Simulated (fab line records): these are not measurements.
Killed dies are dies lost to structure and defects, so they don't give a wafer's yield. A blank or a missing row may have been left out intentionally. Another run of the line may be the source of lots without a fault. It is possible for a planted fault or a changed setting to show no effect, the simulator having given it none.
fab line records	flow sky130
[record] lots = 7	wafers = 21	lastDay = 50
route steps=708 shown DNWELL@36 PWDE@45 PAD_OPEN@708
lots that met no fault: taken from a fault-free run of the same line
startH: hours from the record's opening day to when the first of the lot's shown wafers began	waitH: how many hours have passed since the lot's step before this one	" repeats the value in the row above	L1.1+2: one row covering several wafers at once	- no value, or no start was given	* or withheld: withheld	< > ~ a bound
route shown NAME@n: names a module that has steps shown in the file, with the first one's number in the route	usual: mean and standard deviation over wafers with no fault	same: alike in all rows	chamber/n: place in a boat	sites: per-site readings	_std_site: the standard deviation of these	_edge_site: the outer-site mean with the inner-site mean subtracted	radiusMm: for every site, how far away it sits from the centre of the wafer	mask NAME#n: copy n	behind: the last tool/chamber to shape the wafer	hold: reason for holding the lot/hours on hold/outcome of the hold	device: the n, p or np transistor that did not switch	end of line: the route-end tests of the same wafers	for a step that has no rows: nothing shown but its recipe	killed: dies lost to structure and defects at the first sort, not the wafer's yield	map: dies across one wafer; x = killed, . = not, _ = none there
set.NAME: setting as actually run; set.NAME@STEP: the setting as run at that earlier step	model.NAME: the simulator's own value behind a step, which no gauge read
a table for each step, a row for each wafer; lots at some steps of the route
services: from which hour (startH, from the record's first day; less than 0 if before it) a tool's chamber was out of use, for how many hours, and why
[[steps]]
[step SKY_DNWELL_HMDS_01]
[recipe] primeTimeS = 60	primeTempC = 120
[step SKY_DNWELL_COAT_02]
[recipe] spinRpm = 2000	resistThkNm = 3000
[step SKY_DNWELL_SOFTBAKE_03]
[recipe] tempC = 110	timeS = withheld
[step SKY_DNWELL_EXPOSE_04]
[recipe] maskId = DNM	na = 0.57	targetCdNm = 3000	doseMj = 222
[step SKY_DNWELL_PEB_05]
[recipe] tempC = 115	timeS = withheld
[step SKY_DNWELL_DEVELOP_06]
[recipe] wallAngleDeg = 90	developer = TMAH	developTimeS = 60	devTempC = 23
[step SKY_DNWELL_IMPLANT_07]
[recipe] species = P	energyKev = withheld	doseCm2 = withheld	tiltDeg = withheld
[step SKY_DNWELL_STRIP_08]
[recipe] chemistry = O2/N2	powerW = 1400	pressureMtorr = 1500	platenTempC = withheld	o2FlowSccm = 3000	n2FlowSccm = 300	overashFraction = 0.5
[usual] drypumpMotorCurrentA = 5.6/0.43	oesProductAu = 0.722/0.0045	stripTimeToEndpointS = 36.91/0.079
lot.wafer	tool	chamber	startH	waitH	drypumpMotorCurrentA	oesProductAu	rfHoursCounterH	stripTimeToEndpointS
L576.2	plasmaAsher-02	0	64.50	0.1	5.3	0.721	29	37.02
L576.5	"	0	"	"	5.3	0.727	-	36.98
L576.6	"	1	"	"	6.4	0.717	-	36.87
L584.1	plasmaAsher-03	1	106.47	0.1	5.1	0.718	41	37.01
L584.2	"	0	"	"	5.6	0.715	41	37.04
L584.3	"	0	"	"	5.6	0.718	-	36.98
L588.2	plasmaAsher-03	0	135.20	0.1	5.6	0.717	2	36.93
L588.5	"	1	"	"	5.1	0.717	-	36.78
L588.6	"	0	"	"	5.6	0.731	-	36.75
L590.4	plasmaAsher-02	0	140.90	0.1	5.3	0.723	-	36.98
L590.5	"	0	"	"	5.4	0.724	-	36.90
L590.6	"	1	"	"	6.3	0.716	-	36.89
L591.1	plasmaAsher-03	1	145.63	0.1	5.1	0.714	2	36.93
L591.2	"	0	"	"	5.6	0.722	2	37.02
L591.4	"	1	"	"	5.1	0.720	-	36.94
L592.1	plasmaAsher-03	1	157.33	0.1	5.1	0.721	4	36.91
L592.5	"	1	"	"	5.1	0.727	-	36.85
L592.6	"	0	"	"	5.6	0.724	-	36.89
L596.2	plasmaAsher-03	1	174.58	0.1	5.1	0.731	5	36.84
L596.3	"	1	"	"	5.1	0.718	-	36.78
L596.4	"	0	"	"	5.6	0.725	-	36.89
[step SKY_DNWELL_TW_MEAS_09]
[usual] DNWELL_TW = 1105/16
lot.wafer	tool	chamber	startH	waitH	DNWELL_TW
L576.2	filmMetro-01	-	64.61	0.1	1095
L576.5	"	-	"	"	1098
L576.6	"	-	"	"	1096
L584.1	filmMetro-03	-	106.57	0.1	1109
L584.2	"	-	"	"	1111
L584.3	"	-	"	"	1111
L588.2	filmMetro-01	-	135.31	0.1	1077
L588.5	"	-	"	"	1079
L588.6	"	-	"	"	1084
L590.4	filmMetro-04	-	141.00	0.1	1119
L590.5	"	-	"	"	1107
L590.6	"	-	"	"	1108
L591.1	filmMetro-04	-	145.73	0.1	1117
L591.2	"	-	"	"	1114
L591.4	"	-	"	"	1116
L592.1	filmMetro-04	-	157.43	0.1	1110
L592.5	"	-	"	"	1117
L592.6	"	-	"	"	1115
L596.2	filmMetro-04	-	174.69	0.1	1111
L596.3	"	-	"	"	1120
L596.4	"	-	"	"	1121
[step SKY_PWDE_DEHYDRATE_00]
[recipe] tempC = 200	timeS = 60
[step SKY_PWDE_HMDS_01]
[recipe] primeTimeS = 60	primeTempC = 120
[step SKY_PWDE_COAT_02]
[recipe] spinRpm = 2000	resistThkNm = 3000
[step SKY_PWDE_SOFTBAKE_03]
[recipe] tempC = 110	timeS = withheld
[usual] heaterPowerTotalW = 65.31/0.14	plateTempC = 110.00/0.11
lot.wafer	tool	chamber	startH	waitH	heaterPowerTotalW	plateTempC	model.coat_of_PWDE_COAT_02.thkNm
L576.2	lithoTrack-01	0	72.44	0.1	65.41	110.01	2999
L576.5	"	0	"	"	65.14	110.29	2994
L576.6	"	0	"	"	65.32	110.14	2992
L584.1	lithoTrack-01	0	114.45	0.1	65.10	110.16	2999
L584.2	"	0	"	"	65.58	110.01	3002
L584.3	"	0	"	"	65.46	110.03	3006
L588.2	lithoTrack-01	0	145.44	0.1	68.57	113.81	2971
L588.5	"	0	"	"	68.58	113.95	2969
L588.6	"	0	"	"	68.31	113.83	2979
L590.4	lithoTrack-04	0	150.59	0.1	65.02	110.06	3009
L590.5	"	0	"	"	65.15	109.97	3003
L590.6	"	0	"	"	65.44	110.20	3001
L591.1	lithoTrack-01	0	154.00	0.1	68.51	113.87	2955
L591.2	"	0	"	"	68.57	113.92	2960
L591.4	"	0	"	"	68.58	113.92	2960
L592.1	lithoTrack-01	0	167.50	0.1	68.38	113.97	2971
L592.5	"	0	"	"	68.59	113.83	2970
L592.6	"	0	"	"	68.62	114.00	2970
L596.2	lithoTrack-03	0	185.35	0.1	65.15	110.09	3000
L596.3	"	0	"	"	65.44	110.00	3000
L596.4	"	0	"	"	65.22	110.13	3011
[step SKY_PWDE_EXPOSE_04]
[recipe] maskId = PWDEM	na = 0.6	sourceShape = conventional	sigmaOuter = 0.6	polarization = unpolarized	targetCdNm = 840	doseMj = 214
[step SKY_PWDE_PEB_05]
[recipe] tempC = 115	timeS = withheld
[step SKY_PWDE_DEVELOP_06]
[recipe] wallAngleDeg = 90	developer = TMAH	developTimeS = 60	devTempC = 23
[same] developTimeS = 60
lot.wafer	tool	chamber	startH	waitH	model.coat_of_PWDE_COAT_02.thkNm
L576.2	lithoTrack-01	0	-	-	2995
L576.5	"	0	"	"	2990
L576.6	"	0	"	"	2988
L584.1	lithoTrack-03	0	-	-	2995
L584.2	"	0	"	"	2997
L584.3	"	0	"	"	3002
L588.2	lithoTrack-03	0	-	-	2967
L588.5	"	0	"	"	2965
L588.6	"	0	"	"	2974
L590.4	lithoTrack-04	0	-	-	3005
L590.5	"	0	"	"	2998
L590.6	"	0	"	"	2997
L591.1	lithoTrack-04	0	-	-	2951
L591.2+4	"	0	"	"	2956
L592.1	lithoTrack-04	0	-	-	2966
L592.5+6	"	0	"	"	2965
L596.2+3	lithoTrack-01	0	-	-	2996
L596.4	"	0	"	"	3007
[step SKY_PWDE_OVL_MEAS_07]
[usual] PWDE_OVL = 0.0/1.6
lot.wafer	tool	chamber	startH	waitH	PWDE_OVL[nm]
L576.2	overlay-01	-	79.81	-	-0.9
L576.5	"	-	"	"	-1.4
L576.6	"	-	"	"	-0.3
L584.1	overlay-01	-	123.97	-	0.1
L584.2	"	-	"	"	0.0
L584.3	"	-	"	"	1.0
L588.2	overlay-02	-	154.18	-	-3.1
L588.5	"	-	"	"	-2.2
L588.6	"	-	"	"	-4.4
L590.4	overlay-02	-	159.55	-	1.5
L590.5	"	-	"	"	0.6
L590.6	"	-	"	"	0.0
L591.1	overlay-01	-	163.69	-	0.8
L591.2	"	-	"	"	1.4
L591.4	"	-	"	"	1.9
L592.1	overlay-01	-	177.23	-	-1.4
L592.5	"	-	"	"	1.5
L592.6	"	-	"	"	-2.4
L596.2	overlay-01	-	195.71	-	0.1
L596.3	"	-	"	"	1.1
L596.4	"	-	"	"	0.0
[step SKY_PWDE_IMPLANT_08]
[recipe] species = B	energyKev = 150	doseCm2 = 3.6e+12	tiltDeg = withheld
[step SKY_PWDE_STRIP_09]
[recipe] chemistry = O2/N2	powerW = 1400	pressureMtorr = 1500	platenTempC = withheld	o2FlowSccm = 3000	n2FlowSccm = 300	overashFraction = 0.5
[usual] drypumpMotorCurrentA = 5.7/0.48	oesProductAu = 0.722/0.0045	stripTimeToEndpointS = 36.94/0.093
lot.wafer	tool	chamber	startH	waitH	drypumpMotorCurrentA	oesProductAu	rfHoursCounterH	stripTimeToEndpointS
L576.2	plasmaAsher-01	0	79.99	0.1	5.4	0.726	40	36.90
L576.5	"	1	"	"	6.1	0.723	-	36.85
L576.6	"	0	"	"	5.3	0.725	-	36.84
L584.1	plasmaAsher-04	1	124.16	0.1	6.4	0.729	40	36.90
L584.2	"	0	"	"	5.3	0.718	40	36.92
L584.3	"	1	"	"	6.4	0.719	-	36.98
L588.2	plasmaAsher-04	0	154.36	0.1	5.3	0.718	43	36.57
L588.5	"	1	"	"	6.4	0.725	-	36.55
L588.6	"	0	"	"	5.3	0.715	-	36.65
L590.4	plasmaAsher-01	1	159.75	0.1	6.1	0.716	-	37.01
L590.5	"	0	"	"	5.3	0.727	-	36.94
L590.6	"	1	"	"	6.1	0.719	-	36.93
L591.1	plasmaAsher-03	0	163.87	0.1	5.6	0.721	4	36.38
L591.2	"	1	"	"	5.1	0.720	4	36.44
L591.4	"	0	"	"	5.6	0.725	-	36.43
L592.1	plasmaAsher-03	1	177.42	0.1	5.1	0.717	6	36.56
L592.5	"	1	"	"	5.1	0.719	-	36.55
L592.6	"	0	"	"	5.6	0.723	-	36.55
L596.2	plasmaAsher-01	1	195.89	0.1	6.1	0.729	52	36.91
L596.3	"	0	"	"	5.3	0.721	-	36.91
L596.4	"	1	"	"	6.1	0.729	-	37.04
[step SKY_PWDE_TW_MEAS_10]
[usual] PWDE_TW = 372/5.3
lot.wafer	tool	chamber	startH	waitH	PWDE_TW
L576.2	filmMetro-04	-	80.10	0.1	372
L576.5	"	-	"	"	372
L576.6	"	-	"	"	374
L584.1	filmMetro-04	-	124.26	0.1	372
L584.2	"	-	"	"	373
L584.3	"	-	"	"	373
L588.2	filmMetro-03	-	154.47	0.1	378
L588.5	"	-	"	"	379
L588.6	"	-	"	"	377
L590.4	filmMetro-03	-	159.85	0.1	381
L590.5	"	-	"	"	379
L590.6	"	-	"	"	379
L591.1	filmMetro-01	-	163.97	0.1	365
L591.2	"	-	"	"	366
L591.4	"	-	"	"	364
L592.1	filmMetro-04	-	177.52	0.1	375
L592.5	"	-	"	"	375
L592.6	"	-	"	"	375
L596.2	filmMetro-01	-	196.00	0.1	363
L596.3	"	-	"	"	362
L596.4	"	-	"	"	365
[step SKY_PAD_OPEN_PROBE_99]
[usual] killed_at_M0_to_M3 = 43/7.1	killed_at_M4_up = 3.2/1.7	killedAtContacts = 24/5.6	killedAtFrontEnd = 16/5	killedAtOther = 0.4/0.68	killedDies = 86/9.3	killedOnRim = 17/3.8	killedOpen = 47/7.1	killedShort = 39/5.7
[same] grossDies = 492	killedAtBackSide = 0
lot.wafer	tool	chamber	startH	waitH	killed_at_M0_to_M3	killed_at_M4_up	killedAtContacts	killedAtFrontEnd	killedAtOther	killedDies	killedOnRim	killedOpen	killedShort
L584.1	prober-01	-	1139.91	0.1	38	3	27	17	0	85	15	42	43
L584.2	prober-01	-	1139.96	0.1	44	4	14	15	1	78	22	47	31
L584.3	prober-01	-	1140.01	0.2	42	3	26	11	1	83	21	41	42
L591.1	prober-02	-	1174.59	0.1	40	5	22	16	0	83	16	37	46
L591.2	prober-02	-	1174.64	0.1	45	3	26	16	1	91	20	43	48
L591.4	prober-02	-	1174.74	0.2	37	6	26	19	1	89	19	49	40
L592.1	prober-01	-	1180.49	0.1	44	5	34	9	0	92	11	53	39
L592.5	prober-01	-	1180.69	0.2	47	3	18	20	1	89	23	49	40
L592.6	prober-01	-	1180.74	0.2	51	7	18	8	0	84	15	43	41
// killed by level:class
L584.1 LI_CONTACT:geometricParticle:open=8 CONTACT:geometricParticle:open=7 METAL2:geometricParticle:short=6 CONTACT:geometricParticle:short=6 VIA1:geometricParticle:open=6 VIA2:geometricParticle:open=6 FIELD_ISO:geometricParticle:open=5 FIELD_ISO:geometricParticle:short=4
L584.2 VIA1:geometricParticle:open=14 VIA1:geometricParticle:short=6 POLY_GATE:geometricParticle:open=5 LI_CONTACT:geometricParticle:open=5 METAL2:geometricParticle:open=5 VIA2:geometricParticle:open=4 METAL1:geometricParticle:short=4 CONTACT:geometricParticle:short=3
L584.3 VIA1:geometricParticle:open=12 CONTACT:geometricParticle:short=8 CONTACT:geometricParticle:open=7 METAL1:geometricParticle:short=6 VIA1:geometricParticle:short=5 FIELD_ISO:geometricParticle:short=4 LI_CONTACT:geometricParticle:short=4 LOCAL_INTERCONNECT:geometricParticle:short=4
L591.1 CONTACT:geometricParticle:short=7 CONTACT:geometricParticle:open=7 VIA1:geometricParticle:open=7 METAL1:geometricParticle:short=6 VIA1:geometricParticle:short=6 VIA3:geometricParticle:open=6 FIELD_ISO:geometricParticle:short=5 POLY_GATE:geometricParticle:open=4
L591.2 METAL2:geometricParticle:short=10 VIA1:geometricParticle:open=8 CONTACT:geometricParticle:short=8 CONTACT:geometricParticle:open=7 VIA3:geometricParticle:open=6 FIELD_ISO:geometricParticle:short=5 LI_CONTACT:geometricParticle:open=5 METAL2:geometricParticle:open=5
L591.4 CONTACT:geometricParticle:open=13 VIA1:geometricParticle:open=8 FIELD_ISO:geometricParticle:open=6 VIA3:geometricParticle:open=6 POLY_GATE:geometricParticle:short=5 LI_CONTACT:geometricParticle:open=5 METAL2:geometricParticle:short=5 METAL1:geometricParticle:short=5
L592.1 VIA1:geometricParticle:open=13 CONTACT:geometricParticle:open=12 LI_CONTACT:geometricParticle:open=9 VIA1:geometricParticle:short=7 FIELD_ISO:geometricParticle:open=5 LI_CONTACT:geometricParticle:short=5 CONTACT:geometricParticle:short=5 METAL1:geometricParticle:short=5
L592.5 VIA1:geometricParticle:open=10 CONTACT:geometricParticle:open=9 FIELD_ISO:geometricParticle:short=6 VIA1:geometricParticle:short=6 FIELD_ISO:geometricParticle:open=5 VIA2:geometricParticle:open=5 LI_CONTACT:geometricParticle:open=5 VIA3:geometricParticle:open=5
L592.6 VIA1:geometricParticle:open=14 METAL1:geometricParticle:short=10 CONTACT:geometricParticle:open=10 METAL2:geometricParticle:short=7 VIA1:geometricParticle:short=6 METAL4:geometricParticle:short=5 LI_CONTACT:geometricParticle:open=4 VIA3:geometricParticle:open=4
[[services]]
tool	chamber	startH	hours	kind
plasmaAsher-04	-	98.52	3.2	repair
plasmaAsher-03	-	108.84	9.0	pm
plasmaAsher-03	0	108.84	9.0	ventCycle
plasmaAsher-03	1	108.84	9.0	ventCycle
plasmaAsher-02	-	115.57	2.8	pm
plasmaAsher-03	0	117.84	-	clean
plasmaAsher-03	1	117.84	-	clean
[[key]]
[firstSign] step = SKY_PWDE_SOFTBAKE_03	reading = plateTempC	direction = up	sigmas = 34	usual = *	struck = *
[effect] step = SKY_PWDE_SOFTBAKE_03	reading = heaterPowerTotalW	direction = up	sigmas = 23	usual = *	struck = *
[effect] step = SKY_PWDE_STRIP_09	reading = stripTimeToEndpointS	direction = down	sigmas = 4.5	usual = *	struck = *
[modelEffect] step = SKY_PWDE_SOFTBAKE_03	value = coat_of_PWDE_COAT_02.thkNm	without = 2999	struck = 2967
[modelEffect] step = SKY_PWDE_DEVELOP_06	value = coat_of_PWDE_COAT_02.thkNm	without = 2994	struck = 2963
metAt SKY_PWDE_SOFTBAKE_03
struckWafers L588.2,L588.5,L588.6,L591.1,L591.2,L591.4,L592.1,L592.5,L592.6
testerLeftOut L588,L591,L592
onsetBetween 114.45 145.44
[fault] kind = processParameterDrift	tool = lithoTrack-01	chamber = -	onsetH = 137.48	steps = SKY_PWDE_SOFTBAKE_03	channel = tempC	offset = *	shape = step	endH = 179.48	actsIn = *	stated = *
// testerLeftOut: of these lots the tester's yield and bins aren't shown, on N5 and GAA mostly nor the transistor test; their killed dies are dies lost to structure and defects alone, not to doping, threshold or leakage, so they don't give the yield
